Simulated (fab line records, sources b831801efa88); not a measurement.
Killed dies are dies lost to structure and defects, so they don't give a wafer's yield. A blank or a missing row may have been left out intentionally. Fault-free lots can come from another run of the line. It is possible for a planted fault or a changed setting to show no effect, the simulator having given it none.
Chamber matching + flow sky130 + pecvd-04 running SKY_CONTACT_CVD_00: 3 sister chambers
The step deposits Si3N4, target thk 75 nm. 6 wafers are shown with their chamber, then 8 later ones without.

WAFERS PAIRED WITH THEIR CHAMBERS
| wafer  | chamber | heater_power_w (W) |
|--------|---------|--------------------|
| L084.2 | 1       | 793                |
| L084.4 | 1       | 788                |
| L089.2 | 0       | 667                |
| L089.5 | 0       | 687                |
| L089.6 | 2       | 879                |
| L091.2 | 2       | 754                |

WAFERS WHOSE CHAMBER IS MISSING
| wafer  | heater_power_w (W) |
|--------|--------------------|
| L091.4 | 767                |
| L091.5 | 685                |
| L094.3 | 631                |
| L094.4 | 634                |
| L094.5 | 804                |
| L097.1 | 665                |
| L097.5 | 685                |
| L097.6 | 657                |

WHICH CHAMBER EACH ONE RAN IN
| wafer  | from the rows above          | in truth |
|--------|------------------------------|----------|
| L091.4 | can't be placed: 1 or 2 or 0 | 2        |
| L091.5 | can't be placed: 0 or 1      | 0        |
| L094.3 | 0                            | 0        |
| L094.4 | 0                            | 0        |
| L094.5 | can't be placed: 2 or 1      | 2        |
| L097.1 | 0                            | 0        |
| L097.5 | can't be placed: 0 or 1      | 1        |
| L097.6 | 0                            | 0        |
Correctly placed: 4 of 8. From these rows, 4 cannot be placed; in 4 the true chamber is one of the candidates. 0 placed wrongly.
How it was worked out, from the rows above alone: a wafer's distance from a chamber is the root of the sum, over the readings, of the square of ((its reading less the chamber's mean) divided by the reading's scatter). The wafer belongs to the nearest chamber; if the next one is less than 2 further off, it can't be placed. A chamber's mean is the mean of its shown wafers. The scatter is the square root of a quotient: the sum, over the shown wafers, of each reading's squared deviation from its chamber's mean, divided by wafers minus chambers.
